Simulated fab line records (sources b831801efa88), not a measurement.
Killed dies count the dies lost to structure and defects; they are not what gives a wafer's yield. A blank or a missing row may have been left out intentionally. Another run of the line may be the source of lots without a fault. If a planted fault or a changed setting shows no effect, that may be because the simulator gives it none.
What tool caused it?	flow gf180mcu	13 lots with 39 wafers sampled at 4 steps, on a route of 602 steps

## WHAT THE GAUGES SHOWED, per wafer
GF_TOP_METAL_CD_MEAS_14 targets a cd of 440 nm. Usual: cdNm 439.9 nm, standard deviation 2.7.
lot	measured	on	cdNm (nm)	flag
L894	day 28 03:32	cdSem-01	444.7 444.2 446.2	
L895	day 28 11:52	cdSem-01	442.7 441.5 441.7	
L897	day 28 23:52	cdSem-02	437.2 436.3 438.2	
L899	day 29 20:03	cdSem-01	439.2 440.1 440.1	
L900	day 30 00:43	cdSem-01	444.7 441.9 441.5	
L901	day 30 02:50	cdSem-01	443.2 442.4 441.8	
L902	day 30 17:22	cdSem-01	444.2 444.0 442.0	
L903	day 30 21:26	cdSem-02	441.5 441.6 442.4	
L907	day 31 20:42	cdSem-01	442.7 440.1 442.0	
L910	day 32 17:16	cdSem-02	439.6 436.4 437.6	
L911	day 33 03:23	cdSem-01	440.3 440.1 436.7	
L915	day 33 18:48	cdSem-02	437.7 439.7 438.6	
L916	day 34 02:25	cdSem-02	439.3 437.8 437.8	

## WHAT TOOL EACH LOT RAN ON (gives the tool, then ch and the chambers of the sampled wafers, and finally the start)
lot	GF_M1_CLEAN_19	GF_M5_METAL_ETCH_10	GF_V5_CMP_26
L894	wetBench-01 ch 1, day 17 03:43	rieMetal-01 ch 0,1, day 26 07:38	cmp-01 ch 0,1,3, day 27 06:53
L895	wetBench-02 ch 2, day 17 14:06	rieMetal-04 ch 0,1, day 26 17:11	cmp-02 ch 1,2,3, day 27 16:17
L897	wetBench-02 ch 1, day 18 02:48	rieMetal-04 ch 1, day 27 04:02	cmp-01 ch 0,2,3, day 28 04:08
L899	wetBench-01 ch 0, day 19 01:58	rieMetal-01 ch 0,1, day 28 01:32	cmp-02 ch 1,2, day 29 00:23
L900	wetBench-03 ch 2, day 19 11:16	rieMetal-03 ch 1, day 28 07:26	cmp-01 ch 0,1, day 29 05:38
L901	wetBench-02 ch 0, day 19 15:19	rieMetal-01 ch 0,1, day 28 09:20	cmp-02 ch 0,3, day 29 07:26
L902	wetBench-01 ch 0, day 20 11:04	rieMetal-01 ch 0,1, day 29 01:32	cmp-02 ch 1,2, day 29 23:08
L903	wetBench-03 ch 3, day 20 14:54	rieMetal-03 ch 0,1, day 29 05:10	cmp-02 ch 0,1,3, day 30 02:29
L907	wetBench-02 ch 0, day 21 23:38	rieMetal-04 ch 0,1, day 30 07:29	cmp-01 ch 1,2,3, day 31 03:34
L910	wetBench-01 ch 2, day 23 05:10	rieMetal-01 ch 1, day 31 04:25	cmp-01 ch 0,2, day 32 00:41
L911	wetBench-02 ch 2, day 23 14:49	rieMetal-01 ch 0,1, day 31 15:50	cmp-02 ch 1,2,3, day 32 10:49
L915	wetBench-02 ch 1, day 24 14:06	rieMetal-04 ch 0, day 32 08:32	cmp-01 ch 0,1, day 33 02:58
L916	wetBench-03 ch 1, day 25 02:31	rieMetal-03 ch 0,1, day 32 15:34	cmp-01 ch 0,1,2, day 33 10:32
- GF_M1_CLEAN_19: cleans in DIW.
- GF_M5_METAL_ETCH_10: etches the open film in Cl2/BCl3, stops on SiO2, target depth 627.5 nm, time 104.6 s.
- GF_V5_CMP_26: polishes, stops on SiO2, t overpolish 15 s, target thk 0 nm.

## WHAT THE TOOLS THEMSELVES READ (means of the sampled wafers that have a number; where no wafer has one, the mark that the record gives instead)
GF_M5_METAL_ETCH_10. Usual: drypumpMotorCurrentA 6.20 A, standard deviation 0.25; oesProductAu 0.972 a.u., standard deviation 0.0062; throttleValvePct 28.249 %, standard deviation 0.0094.
lot	tool	drypumpMotorCurrentA (A)	oesProductAu (a.u.)	throttleValvePct (%)	flag
L894	rieMetal-01	6.43	0.974	28.242	
L895	rieMetal-04	6.05	0.971	28.244	
L897	rieMetal-04	5.89	0.975	28.249	
L899	rieMetal-01	6.40	0.968	28.253	
L900	rieMetal-03	6.06	0.959	28.268	
L901	rieMetal-01	6.39	0.973	28.245	
L902	rieMetal-01	6.39	0.969	28.256	
L903	rieMetal-03	5.78	0.966	28.253	
L907	rieMetal-04	6.15	0.973	28.250	
L910	rieMetal-01	6.41	0.968	28.249	
L911	rieMetal-01	6.38	0.978	28.241	
L915	rieMetal-04	6.27	0.971	28.250	
L916	rieMetal-03	5.79	0.973	28.244	

GF_V5_CMP_26. Usual: motorCurrentA 11.2 A, standard deviation 1.3; overpolishRunS 15.000 s, standard deviation 0.0085; timeToEndpointS 83 s, standard deviation 3.1.
lot	tool	motorCurrentA (A)	overpolishRunS (s)	timeToEndpointS (s)	flag
L894	cmp-01	11.1	15.007	82	
L895	cmp-02	10.5	14.999	84	
L897	cmp-01	11.5	14.998	81	
L899	cmp-02	10.8	15.001	85	
L900	cmp-01	10.1	14.997	84	
L901	cmp-02	11.5	14.998	82	
L902	cmp-02	10.6	15.002	82	
L903	cmp-02	11.1	15.001	81	
L907	cmp-01	10.8	15.007	84	
L910	cmp-01	10.3	15.005	83	
L911	cmp-02	10.6	14.999	83	
L915	cmp-01	10.0	15.003	86	
L916	cmp-01	10.4	15.001	84	

## THE ANSWER, worked out from the rows above alone
Rule: lot off if the mean of its wafers having a number is beyond 3 standard deviations from the usual mean. Also off: a lot with no number at a reading for which 4 or more lots have one. Where the step has rows for the other lots, those lots are counted as sound. The gauges are gone through in route order, then the tools' own readings, and for those a lot's mean is taken as printed above. At the first step where some lot is off, the reading lying furthest off is the one used; lots without a number count as furthest.
Across all readings shown, no lot is off: no conclusion can be drawn from this.

## WHAT THE SIMULATOR HAD INSERTED
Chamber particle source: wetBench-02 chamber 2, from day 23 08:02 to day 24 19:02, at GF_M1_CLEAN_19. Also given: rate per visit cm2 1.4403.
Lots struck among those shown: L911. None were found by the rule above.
